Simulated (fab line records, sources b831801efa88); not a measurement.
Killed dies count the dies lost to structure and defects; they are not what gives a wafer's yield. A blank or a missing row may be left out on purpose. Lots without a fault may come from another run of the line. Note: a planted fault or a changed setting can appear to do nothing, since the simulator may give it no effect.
Struck lot and sound lot, side by side :: flow sky130 :: 15 out of 708 route steps
Sound: these wafers, L959.1, L959.3, L959.5. Struck: wafers L964.3, L964.6 (left out: L964.5, a lot-mate that was not struck); the cause follows at the end.
Each step with rows lists, per side, the tool, then ch with its chambers, then its first start. Under that, the readings that differ: sound wafers :: struck wafers :: difference of the means :: sigmas: that difference in standard deviations of wafers without a fault.
alike: words and numbers the same on both sides, and readings whose means are apart by under 2 such deviations; not compared: readings that were withheld, readings missing a value for some wafer, numbers with overlapping values and no deviation given by the record, and bounds like >300 which may hide the same value.
Wherever a step has rows on one side only, a row that says differs or no value, or a row with sigmas, the two part there. When numbers do not overlap yet have no deviation, they are printed without sigmas and do not part them. A reading that every wafer of one side lacks parts them only if that side has two wafers or more.

SKY_VIA3_CMP_02: polishes SiO2.
  sound on cmp-01 ch 2,3, day 40 18:04; struck on cmp-02 ch 2,3, day 42 03:47
  alike: head pressure psi, motor current A
SKY_VIA3_BOW_MEAS_03:
  sound: film metro-04 at day 40 18:19; struck: film metro-01 at day 42 04:02
  alike: VIA3_BOW
then, 8 steps without rows for these wafers: SKY_VIA3_DEHYDRATE_04 (time 60 s); SKY_VIA3_HMDS_05 (prime time 60 s); SKY_VIA3_COAT_06 (resist thk 60 nm); SKY_VIA3_COAT_07 (resist thk 450 nm); SKY_VIA3_SOFTBAKE_08 (time 90 s); SKY_VIA3_EXPOSE_09 (exposes mask VIM3, target cd 200 nm); SKY_VIA3_PEB_10; SKY_VIA3_DEVELOP_11 (develop time 60 s).
SKY_VIA3_CD_MEAS_12 targets a cd of 200 nm.
  sound: cd sem-01 at day 41 18:40; struck: cd sem-01 at day 43 03:25
  alike: cd nm
SKY_VIA3_OVL_MEAS_13:
  sound: overlay-01 at day 41 18:47; struck: overlay-02 at day 43 03:30
  alike: VIA3_OVL
SKY_VIA3_ETCH_14: etches BARC in N2/H2, stops on SiO2, time 45.9 s, target depth 60 nm.
  sound on rie diel-04 ch 0,1, day 41 18:50; struck on rie diel-04 ch 1, day 43 03:32
reading: rf fwd power W (W)
sound: 493.3 494.9 492.4
struck: 498.4 496.3
difference: +3.8
sigmas: +2

reading: model.KrF-thick_of_VIA3_COAT_07.thk nm (nm)
sound: 394.3 395.6 394
struck: 397.4 398.2
difference: +3.2
sigmas: 
  alike: drypump motor current A, oes product au, throttle valve pct
  not compared: rf hours counter h
SKY_VIA3_ETCH_15: etches SiO2 in C4F8/O2/Ar, stops on TiN, target depth 507 nm, time 78 s.
  sound on rie diel-04 ch 0,1, day 41 18:53; struck on rie diel-04 ch 1, day 43 03:34
reading: model.KrF-thick_of_VIA3_COAT_07.thk nm (nm)
sound: 293.3 291.9 292.8
struck: 294.5 294.9
difference: +2.0
sigmas: 
  alike: oes product au, rf fwd power W
  not compared: rf hours counter h
SKY_VIA3_STRIP_16: strips in O2/N2.
  sound on plasma asher-03 ch 0,1, day 41 18:59; struck on plasma asher-02 ch 0,1, day 43 03:40
  alike: drypump motor current A, oes product au, strip time to endpoint s
  not compared: rf hours counter h

WHERE THEY PART
SKY_VIA3_ETCH_14 only, going by this record. Later steps at which nothing parts them and some readings are alike: SKY_VIA3_ETCH_15, SKY_VIA3_STRIP_16.

WHY: what had been put in by the simulator
rie diel-04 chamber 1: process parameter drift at SKY_VIA3_ETCH_14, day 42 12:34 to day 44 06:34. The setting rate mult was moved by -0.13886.
